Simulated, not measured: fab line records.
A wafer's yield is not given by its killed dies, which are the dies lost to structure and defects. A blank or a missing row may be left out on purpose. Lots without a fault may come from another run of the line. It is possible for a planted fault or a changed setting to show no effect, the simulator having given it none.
Matching of chambers | flow sky130 | SKY_FIELD_ISO_CMP_27 on cmp-01 has 4 sister chambers
The step polishes, stops on Si3N4, t overpolish 16 s, target thk 457.8 nm. 18 wafers are shown with their chamber, then 9 later ones without.

== WAFERS WITH THEIR CHAMBER ==
wafer  | chamber | motor current A (A) | time to endpoint s (s)
L139.1 | 0       | 11.5                | 106
L139.3 | 3       | 11.0                | 110
L139.5 | 0       | 11.2                | 107
L140.4 | 2       | 11.3                | 123
L140.5 | 1       | 9.7                 | 111
L140.6 | 2       | 12.1                | 120
L141.2 | 1       | 9.1                 | 110
L141.4 | 0       | 11.4                | 110
L141.5 | 3       | 10.9                | 114
L146.1 | 2       | 12.0                | 123
L146.5 | 0       | 11.4                | 113
L146.6 | 1       | 9.6                 | 109
L148.1 | 3       | 11.1                | 107
L148.3 | 0       | 11.6                | 109
L148.5 | 3       | 11.2                | 111
L153.1 | 2       | 12.3                | 120
L153.2 | 0       | 11.7                | 113
L153.4 | 1       | 9.4                 | 110

SIGNATURES (means of the wafers above)
reading            | chamber 0 | chamber 1 | chamber 2 | chamber 3 | scatter within a chamber
motor current A    | 11.467    | 9.450     | 11.925    | 11.050    | 0.265
time to endpoint s | 109.67    | 110.00    | 121.50    | 110.50    | 2.38
Rule: a wafer lies at a distance from a chamber equal to the root of the sum of squares, over the readings, of (its reading less the chamber's mean, divided by the reading's scatter). If the next closest chamber is less than 2 further off than the closest, the wafer can't be placed; otherwise it belongs to the closest. How the scatter is found: for the shown wafers, subtract from each reading the mean of its chamber, square and add these, divide the total by (wafers less chambers), then take the root.

== WAFERS MISSING THEIR CHAMBER ==
wafer  | motor current A (A) | time to endpoint s (s)
L159.3 | 11.5                | 107
L159.4 | 12.3                | 116
L159.5 | 9.6                 | 104
L160.1 | 11.6                | 123
L160.3 | 9.5                 | 106
L160.6 | 12.5                | 124
L162.1 | 11.1                | 107
L162.2 | 12.5                | 114
L162.3 | 11.8                | 103

== THE CHAMBER EACH PASSED THROUGH ==
wafer  | from the rows above          | in truth
L159.3 | can't be placed: 0 or 3      | 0
L159.4 | can't be placed: 2 or 0      | 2
L159.5 | 1                            | 1
L160.1 | 2                            | 2
L160.3 | 1                            | 1
L160.6 | 2                            | 2
L162.1 | can't be placed: 3 or 0      | 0
L162.2 | can't be placed: 2 or 0 or 3 | 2
L162.3 | can't be placed: 0 or 3      | 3
4 of 9 placed correctly. From these rows, 5 cannot be placed; in 5 the true chamber is one of the candidates. Number placed wrongly: 0.
